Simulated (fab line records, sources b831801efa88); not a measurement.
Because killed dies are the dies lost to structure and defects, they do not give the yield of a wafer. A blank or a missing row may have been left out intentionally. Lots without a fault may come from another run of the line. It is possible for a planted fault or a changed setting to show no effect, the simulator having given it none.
Problem report in the 8D (eight disciplines) form, filled by code | flow gf180mcu | the parts of the form that need people (team, actions taken, sign-off) are left out

## 1. WHAT WENT WRONG
Wafers free of any fault read 16.30 ohm/sq (standard deviation 0.26) for SALICIDE_TIN_RS at GF_SALICIDE_RS_MEAS_04, against a mean of 13.84 ohm/sq on 2 wafers of 2 lots. Relative to the usual mean, that is a shift of -9.5 standard deviations.
The step: measures by four-point-probe.
First seen on wafer L164.6, day 18 10:12, on film metro-02. At this step, 38 wafers from 13 lots have a number in the record. Rule for "out", or "out of limits": more than 4 standard deviations from the usual mean. The other wafers with a number count as sound.

## 2. WHAT IT IS, WHAT IT ISN'T
question                    | is                           | is not
which readings at this step | SALICIDE_TIN_RS              | -
which lots                  | L164, L166                   | L156, L157, L159, L160, L161, L163, L173, L175, L176, L177, L179
which wafers of those lots  | L164.6, L166.6               | L164.2, L166.2, L166.5
read on which gauges        | film metro-02, film metro-04 | film metro-01
when                        | from day 18 10:12            | up to then (19 sound wafers); but 17 sound wafers of L166, L173, L175, L176, L177, L179 came after

## 3. WHAT RULES OUT EACH SUSPECT
Counting: any tool at a process step up to the reading remains a suspect provided it ran every lot that is out. Sound lots after the first of them don't rule it out here, since some wafers of a struck lot are sound.
- ruled out: the gauge at GF_SALICIDE_RS_MEAS_04. The wafers that are out were read on 2 gauges (film metro-02, film metro-04).
- pvd sputter-01 at GF_SALICIDE_SPUTTER_03 (material TiN, target thk 20 nm, time 16.7 s): kept. It processed each lot that is out (first: L164, day 18 10:09); up to then, its last sound lot is L159 (day 16 06:53).
The count leaves pvd sputter-01 at GF_SALICIDE_SPUTTER_03.

## 4. THE CAUSE (what the simulator had put in)
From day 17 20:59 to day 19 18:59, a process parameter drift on pvd sputter-01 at GF_SALICIDE_SPUTTER_03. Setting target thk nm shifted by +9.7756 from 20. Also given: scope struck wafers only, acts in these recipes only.
This tool alone remained once counting was done.

## 5. THE EFFECT CHAIN, in route order
One row per reading whose mean, taken over the struck wafers that have a number, lies over 3 standard deviations from the usual. Readings are gone through only where the record gives a usual standard deviation; hours: the median, over the lots, of the time from a lot's start at the first step in this table giving one to that lot's start at this step; sigmas: the change measured in usual standard deviations.
hours | step                    | reading          | usual        | on struck wafers | change | sigmas
0     | GF_SALICIDE_RS_MEAS_04  | SALICIDE_TIN_RS  | 16.30 ohm/sq | 13.84            | -2.46  | -9.5
0     | GF_SALICIDE_THK_MEAS_05 | SALICIDE_TIN_THK | 20.04 nm     | 29.57            | +9.54  | +41

## 6. HOW IT WOULD HAVE BEEN CAUGHT EARLIER
Counted from the fault's start at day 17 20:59, it took 13 hours until the first out-of-limits reading at a measuring or inspecting step in this record, taken at day 18 10:12.
An alarm limit of 4 standard deviations would not have fired on the tool readings at GF_SALICIDE_SPUTTER_03 for which the record gives a usual standard deviation, since none of them was out on any struck wafer.
Lots out: 2; of these, L166 started GF_SALICIDE_SPUTTER_03 on pvd sputter-01 after day 18 10:12. A hold on the tool at that time would have spared it.
